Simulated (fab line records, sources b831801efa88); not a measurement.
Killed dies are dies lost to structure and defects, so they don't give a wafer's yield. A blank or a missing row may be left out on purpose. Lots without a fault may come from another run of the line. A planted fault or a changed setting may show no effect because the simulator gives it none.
Split-lot experiment | flow sky130 | 5 lots, 23 wafers read, on a route of 708 steps

THE SPLIT
At SKY_METAL1_SPUTTER_03 (material Ti, target thk 5 nm, time 3.3 s), the setting time_s was moved away from the recipe's 3.3 s on 7 of the 23 wafers read, by -7.8% to -6.6%. The other wafers ran this setting at the recipe's value.

The reading is taken at the split's own step.

THE READING
Ti_of_METAL1_SPUTTER_03.thk_nm (the simulator's own value, which no gauge read), in nm, at SKY_METAL1_SPUTTER_03 (material Ti, target thk 5 nm, time 3.3 s). The file gives no usual value for it. The 16 wafers here that ran the recipe average 5.069 nm, standard deviation 0.18 nm.

wafer  | tool, chamber at the split | time_s as run, s | against the recipe | Ti_of_METAL1_SPUTTER_03.thk_nm, nm | against lot-mates on the recipe
L077.1 | pvd_sputter-03, -          | 3.3              | recipe             | 4.984                              | -
L077.4 | pvd_sputter-03, -          | 3.3              | recipe             | 5.066                              | -
L077.6 | pvd_sputter-03, -          | 3.3              | recipe             | 5.015                              | -
L078.1 | pvd_sputter-02, -          | 3.041            | -7.8%              | 4.624                              | -0.290
L078.2 | pvd_sputter-02, -          | 3.3              | recipe             | 4.962                              | -
L078.4 | pvd_sputter-02, -          | 3.3              | recipe             | 4.876                              | -
L078.5 | pvd_sputter-02, -          | 3.041            | -7.8%              | 4.591                              | -0.323
L078.6 | pvd_sputter-02, -          | 3.3              | recipe             | 4.905                              | -
L081.1 | pvd_sputter-01, -          | 3.074            | -6.8%              | 4.713                              | -0.266
L081.2 | pvd_sputter-01, -          | 3.3              | recipe             | 4.923                              | -
L081.3 | pvd_sputter-01, -          | 3.3              | recipe             | 5.036                              | -
L081.4 | pvd_sputter-01, -          | 3.074            | -6.8%              | 4.526                              | -0.454
L081.5 | pvd_sputter-01, -          | 3.074            | -6.8%              | 4.675                              | -0.304
L083.1 | pvd_sputter-02, -          | 3.3              | recipe             | 5.436                              | -
L083.3 | pvd_sputter-02, -          | 3.3              | recipe             | 5.366                              | -
L083.4 | pvd_sputter-02, -          | 3.3              | recipe             | 5.353                              | -
L083.5 | pvd_sputter-02, -          | 3.3              | recipe             | 5.175                              | -
L083.6 | pvd_sputter-02, -          | 3.3              | recipe             | 5.268                              | -
L082.2 | pvd_sputter-03, -          | 3.3              | recipe             | 4.942                              | -
L082.3 | pvd_sputter-03, -          | 3.3              | recipe             | 4.851                              | -
L082.4 | pvd_sputter-03, -          | 3.081            | -6.6%              | 4.592                              | -0.321
L082.5 | pvd_sputter-03, -          | 3.3              | recipe             | 4.946                              | -
L082.6 | pvd_sputter-03, -          | 3.081            | -6.6%              | 4.555                              | -0.358

THE FIT
A straight line over all 23 wafers: Ti_of_METAL1_SPUTTER_03.thk_nm changes by +0.0643 nm for each +1% of time_s; r = +0.80; the points scatter about the line by 0.17 nm.
The same after taking each lot's own level away (the mean of its wafers on the recipe; 23 wafers): +0.0463 nm for each +1%; r = +0.92; scatter 0.066 nm.
On that fit, the largest move of time_s shifts the reading by 0.36 nm.
The lots' own levels span 4.9130 to 5.3196 nm, that is 2.2 times the standard deviation above.
So the lot-to-lot level blurs the effect unless lot-mates are compared.
Check: with one of the wafers moved furthest among these (-7.8%) left out of the fit, the line predicts -0.38 nm for it against its lot-mates. It came out at -0.29 nm against them.

OTHER SPLITS ON THESE WAFERS
These wafers also went through other splits before the reading. Each is held against what the fit with the lots' levels taken away leaves over:
other split on the same wafers             | wafers away from the commonest value | r with Ti_of_METAL1_SPUTTER_03.thk_nm (lot level and that fit taken away)
SKY_CONTACT_DEVELOP_13 develop_time_s      | 10                                   | -0.03
SKY_CONTACT_SPUTTER_23 chamber_pressure_pa | 15                                   | +0.08

THE FILE'S OWN FIT
Ti_of_METAL1_SPUTTER_03.thk_nm changes by +0.0459 nm for each +1% of time_s, r = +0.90.
